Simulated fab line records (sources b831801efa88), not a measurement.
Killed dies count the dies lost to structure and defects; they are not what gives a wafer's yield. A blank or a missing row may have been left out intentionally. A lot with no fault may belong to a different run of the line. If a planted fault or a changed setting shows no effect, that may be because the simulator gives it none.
A single fault, viewed from 2 desks | flow sky130 | each desk has only its own numbers; what lay behind them comes last

== DESK OF THE TOOL OWNER: furnace-02 ==
The tool's own readings at SKY_FIELD_ISO_OXIDATION_22 (stabilise 600 s, purge 300 s, target thk 10 nm): means of the sampled wafers that have a number, for each lot that ran on this tool. Any lot whose mean is over 4 standard deviations away from the usual mean is out of limits and marked OUT; that distance is given in the brackets.
Columns: A = spike tc bottom C at SKY_FIELD_ISO_OXIDATION_22, usual 967 C; B = spike tc top C at SKY_FIELD_ISO_OXIDATION_22, usual 959.7 C
lot  | first seen here | A   | B
L286 | day 2 15:29     | 965 | 961.8
L291 | day 3 15:31     | 965 | 960.8
L294 | day 4 08:41     | 965 | 961.9
L295 | day 4 11:16     | 966 | 960.9
L301 | day 5 16:22     | 965 | 961.5
L302 | day 6 03:26     | 965 | 961.2
L303 | day 6 08:55     | 966 | 960.7
L304 | day 6 08:55     | 965 | 962.1
L305 | day 6 18:45     | 965 | 960.5
This desk's finding: nothing out of limits on any of the 9 lots.

== FROM THE METROLOGY DESK ==
What the gauges read for every lot (on any tool): the sampled wafers with a number, averaged. Any lot whose mean is over 4 standard deviations away from the usual mean is out of limits and marked OUT; that distance is given in the brackets.
Columns: A = FIELD_ISO_OXIDATION_01_THK at SKY_FIELD_ISO_THK_MEAS_23, usual 10.03 nm; B = VT_ADJUST_LVTN_TW at SKY_VT_ADJUST_LVTN_TW_MEAS_10, usual 243.4; C = POLY_GATE_CVD_03_THK at SKY_POLY_GATE_THK_MEAS_04, usual 75.2 nm; D = LDD_HVN_OVL at SKY_LDD_HVN_OVL_MEAS_07, usual 0.5 nm
lot  | first seen here | A              | B     | C    | D
L286 | day 2 16:39     | 9.81           | 244.0 | 75.6 | -0.0
L288 | day 3 00:53     | 10.41          | 246.1 | 75.2 | 0.2
L290 | day 3 10:31     | 9.88           | 240.4 | 74.1 | 1.9
L291 | day 3 16:42     | 10.33          | 244.7 | 75.1 | 1.7
L294 | day 4 09:53     | 10.08          | 245.3 | 75.1 | 0.0
L295 | day 4 12:26     | 9.83           | 246.1 | 74.6 | -0.5
L297 | day 4 22:49     | 10.09          | 245.4 | 75.7 | -0.5
L299 | day 5 12:33     | 10.00          | 243.4 | 75.0 | 0.9
L301 | day 5 17:33     | 10.31          | 238.3 | 76.1 | 1.5
L302 | day 6 04:38     | 4.22 (-31) OUT | 245.9 | 75.8 | 1.0
L303 | day 6 10:05     | 4.51 (-29) OUT | 239.6 | 75.2 | 0.1
L304 | day 6 10:07     | 4.47 (-29) OUT | 240.5 | 76.2 | -0.7
L305 | day 6 19:56     | 4.33 (-30) OUT | 244.6 | 75.2 | -0.4
Per this desk, out of limits: L302, L303, L304, L305; the first was L302, day 6 04:38 (FIELD_ISO_OXIDATION_01_THK at SKY_FIELD_ISO_THK_MEAS_23). L286, L288, L290, L291, L294, L295, L297, L299, L301: within limits.

== TAKEN TOGETHER ==
The metrology desk could have raised an alarm at day 6 04:38, on L302, L303, L304, L305.
Nothing out of limits was seen by the tool owner's desk.
Tool owner's desk: L302, L303, L304, L305 on record, inside its limits.
All the named lots went through SKY_FIELD_ISO_OXIDATION_22 on furnace-02.

== WHAT WAS PUT IN BY THE SIMULATOR ==
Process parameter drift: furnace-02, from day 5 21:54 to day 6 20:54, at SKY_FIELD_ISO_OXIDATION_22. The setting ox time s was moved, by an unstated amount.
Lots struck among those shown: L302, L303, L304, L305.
Hours from the fault's start to each desk's first reading out of limits: the metrology desk, 7.
